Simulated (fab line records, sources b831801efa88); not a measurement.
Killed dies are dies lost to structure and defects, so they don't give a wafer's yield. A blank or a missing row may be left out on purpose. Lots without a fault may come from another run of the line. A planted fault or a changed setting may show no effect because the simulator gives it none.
fab line records | flow gf180mcu
record lots=7 wafers=21 last_day=34
route steps=602 shown VT_IMPLANT@116
lots that met no fault: from a run of the same line without faults
start_h: hours from the record's first day to the start of the lot's first wafer shown | wait_h: hours since the lot's step before | " the same as in the row above | L1.1+2: a row that stands for several wafers | - no value, or no start given | * or withheld: withheld | < > ~ a bound
route shown NAME@n: a module of which the file shows steps, and the number in the route of the first | usual: mean/standard deviation of fault-free wafers | same: alike in all rows | chamber/n: place in a boat | sites: the reading at each site | _std_site: their standard deviation | _edge_site: outer sites' mean less inner sites' | radius_mm: how far each site lies from the wafer's centre | mask NAME#n: copy n | behind: the tool/chamber that last shaped the wafer | hold: why the lot was held/for how many hours/how that ended | device: the transistor (n, p or np) that didn't switch | end of line: the same wafers' tests at the end of the route | a step without rows: its recipe alone | killed: dies lost to structure and defects at the first sort, not the wafer's yield | map: a wafer's dies, x killed, . not, _ none there
set.NAME: the setting as run; set.NAME@STEP: as run at that earlier step | model.NAME: the simulator's own value behind a step, which no gauge read
lots at some steps of the route; a table a step, a row a wafer
services: from which hour (start_h, from the record's first day; less than 0 if before it) a tool's chamber was out of use, for how many hours, and why
## steps
# step GF_VT_IMPLANT_EXPOSE_26
# recipe mask_id=LVPWELL_HV_AREA target_cd_nm=860 na=0.6 source_shape=conventional sigma_outer=0.6 dose_mj=140
# step GF_VT_IMPLANT_PEB_27
# recipe temp_c=withheld time_s=* resist=NOVOLAK
# step GF_VT_IMPLANT_DEVELOP_28
# recipe develop_time_s=60 dev_temp_c=23
# step GF_VT_IMPLANT_OVL_MEAS_29
# usual VT_IMPLANT_02_OVL=0.0/1.2
# columns lot.wafer tool chamber start_h wait_h VT_IMPLANT_02_OVL[nm]
L197.2 overlay-02 - 156.60 0.1 -0.2
L197.4 " - " " 2.6
L197.6 " - " " 0.3
L204.1 overlay-02 - 200.99 0.1 0.8
L204.4 " - " " 1.9
L204.6 " - " " 1.4
L215.1 overlay-01 - 271.89 0.1 0.2
L215.2 " - " " -1.4
L215.4 " - " " -1.0
L216.1 overlay-02 - 277.97 0.1 -1.3
L216.2 " - " " 2.0
L216.4 " - " " 1.5
L217.2 overlay-01 - 282.83 0.1 -0.6
L217.3 " - " " 0.7
L217.4 " - " " -0.3
L218.2 overlay-02 - 283.13 0.1 -0.8
L218.3 " - " " -1.5
L218.5 " - " " 0.7
L219.1 overlay-02 - 289.64 0.1 -1.9
L219.4 " - " " -2.0
L219.5 " - " " -0.5
# step GF_VT_IMPLANT_IMPLANT_30
# recipe species=B energy_kev=25 dose_cm2=2.534e+12 tilt_deg=7
# step GF_VT_IMPLANT_STRIP_31
# recipe chemistry=O2/N2 power_w=1400 pressure_mtorr=1500 platen_temp_c=250 o2_flow_sccm=3000 n2_flow_sccm=300 overash_fraction=0.5
# usual drypump_motor_current_A=6.0/0.51 heater_power_w=337/33 oes_product_au=0.716/0.0045 strip_time_to_endpoint_s=12.62/0.036
# same overash_fraction=0.5
# columns lot.wafer tool chamber start_h wait_h drypump_motor_current_A heater_power_w oes_product_au rf_hours_counter_h strip_time_to_endpoint_s
L197.2 plasma_asher-03 1 156.78 0.1 5.9 368 0.710 36 12.65
L197.4 " 1 " " 6.0 368 0.719 - 12.63
L197.6 " 1 " " 6.0 362 0.718 - 12.61
L204.1 plasma_asher-02 0 201.18 0.1 5.3 333 0.713 53 12.65
L204.4 " 0 " " 5.3 346 0.720 - 12.67
L204.6 " 1 " " 6.6 304 0.717 - 12.65
L215.1 plasma_asher-01 0 272.08 0.1 6.0 290 0.728 66 12.71
L215.2 " 1 " " 5.6 377 0.708 66 12.66
L215.4 " 0 " " 6.0 284 0.715 - 12.69
L216.1 plasma_asher-01 1 278.16 0.1 5.6 384 0.716 67 12.58
L216.2 " 0 " " 6.0 285 0.711 67 12.58
L216.4 " 0 " " 6.0 285 0.717 - 12.59
L217.2 plasma_asher-02 0 283.01 0.1 5.3 327 0.721 62 12.60
L217.3 " 0 " " 5.3 338 0.722 - 12.62
L217.4 " 1 " " 6.6 305 0.711 - 12.58
L218.2 plasma_asher-03 1 283.31 0.1 6.0 363 0.716 48 12.62
L218.3 " 1 " " 5.9 358 0.718 - 12.60
L218.5 " 0 " " 6.8 360 0.715 - 12.61
L219.1 plasma_asher-03 0 289.83 0.1 6.7 363 0.712 49 12.58
L219.4 " 0 " " 6.8 359 0.708 - 12.59
L219.5 " 0 " " 6.7 347 0.713 - 12.59
# step GF_VT_IMPLANT_TW_MEAS_32
# usual VT_IMPLANT_3_TW=267.2/1.2
# columns lot.wafer tool chamber start_h wait_h VT_IMPLANT_3_TW
L197.2 film_metro-03 - 156.89 0.1 268.8
L197.4 " - " " 268.9
L197.6 " - " " 267.5
L204.1 film_metro-04 - 201.28 0.1 267.2
L204.4 " - " " 267.8
L204.6 " - " " 268.2
L215.1 film_metro-01 - 272.18 0.1 266.9
L215.2 " - " " 266.4
L215.4 " - " " 267.1
L216.1 film_metro-03 - 278.26 0.1 267.4
L216.2 " - " " 265.9
L216.4 " - " " 266.7
L217.2 film_metro-04 - 283.12 0.1 267.3
L217.3 " - " " 266.9
L217.4 " - " " 265.1
L218.2 film_metro-03 - 283.42 0.1 265.0
L218.3 " - " " 266.5
L218.5 " - " " 265.3
L219.1 film_metro-01 - 289.93 0.1 269.2
L219.4 " - " " 268.5
L219.5 " - " " 267.7
# step GF_VT_IMPLANT_DEHYDRATE_33
# recipe temp_c=200 time_s=60
# step GF_VT_IMPLANT_HMDS_34
# recipe prime_time_s=60 prime_temp_c=120
# step GF_VT_IMPLANT_COAT_35
# recipe resist=NOVOLAK spin_rpm=3000 resist_thk_nm=1000
# step GF_VT_IMPLANT_SOFTBAKE_36
# recipe temp_c=90 time_s=60 resist=NOVOLAK
# step GF_VT_IMPLANT_EXPOSE_37
# recipe mask_id=Nwell_HV_AREA target_cd_nm=860 na=0.6 source_shape=conventional sigma_outer=0.6 dose_mj=140
# step GF_VT_IMPLANT_PEB_38
# recipe temp_c=withheld time_s=* resist=NOVOLAK
# usual chill_plate_temp_C=* exhaust_pa=45.1/0.94
# columns lot.wafer tool chamber start_h wait_h chill_plate_temp_C exhaust_pa
L197.2 litho_track-03 0 172.87 - * 45.6
L197.4 " 0 " " * 46.2
L197.6 " 0 " " * 45.0
L204.1 litho_track-02 0 217.57 - * 44.7
L204.4 " 0 " " * 43.4
L204.6 " 0 " " * 43.9
L215.1 litho_track-02 - 291.92 - - -
L215.2 " - " " - -
L215.4 " - " " - -
L216.1 litho_track-03 - 296.94 - - -
L216.2 " - " " - -
L216.4 " - " " - -
L217.2 litho_track-01 - 302.72 - - -
L217.3 " - " " - -
L217.4 " - " " - -
L218.2 litho_track-03 0 303.07 - * 44.4
L218.3 " 0 " " * 44.9
L218.5 " 0 " " * 44.8
L219.1 litho_track-01 0 309.95 - * 46.3
L219.4 " 0 " " * 45.1
L219.5 " 0 " " * 44.7
# step GF_VT_IMPLANT_DEVELOP_39
# recipe develop_time_s=60 dev_temp_c=23
## services
# columns tool chamber start_h hours kind
plasma_asher-02 - 164.51 1.8 repair
plasma_asher-01 - 169.55 4.5 repair
plasma_asher-03 - 213.06 3.3 repair
plasma_asher-02 - 229.41 0.8 repair
plasma_asher-03 - 277.38 1.4 repair
plasma_asher-03 - 280.90 0.3 repair
plasma_asher-03 - 291.06 0.5 repair
plasma_asher-03 - 305.06 3.8 repair
## key
first_sign step=GF_VT_IMPLANT_PEB_38 reading=tool_record direction=missing
effect none on later readings
met_at GF_VT_IMPLANT_PEB_38
struck_wafers L215.1,L215.2,L215.4,L216.1,L216.2,L216.4,L217.2,L217.3,L217.4
sort_left_out L215.1,L215.2,L215.4,L216.1,L216.2,L216.4,L217.2,L217.3,L217.4
tester_left_out L215,L216,L217
onset_between 217.57 291.92
fault kind=skipped_step_whole tool=litho_track-01,litho_track-02,litho_track-03 chamber=- onset_h=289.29 steps=GF_VT_IMPLANT_PEB_38 scope=struck_lots_only
# tester_left_out: of these lots the tester's yield and bins aren't shown, on N5 and GAA mostly nor the transistor test; their killed dies are dies lost to structure and defects alone, not to doping, threshold or leakage, so they don't give the yield
# sort_left_out: the simulated sort isn't trusted on such a fault, so these wafers' sort isn't shown, and their yield isn't known
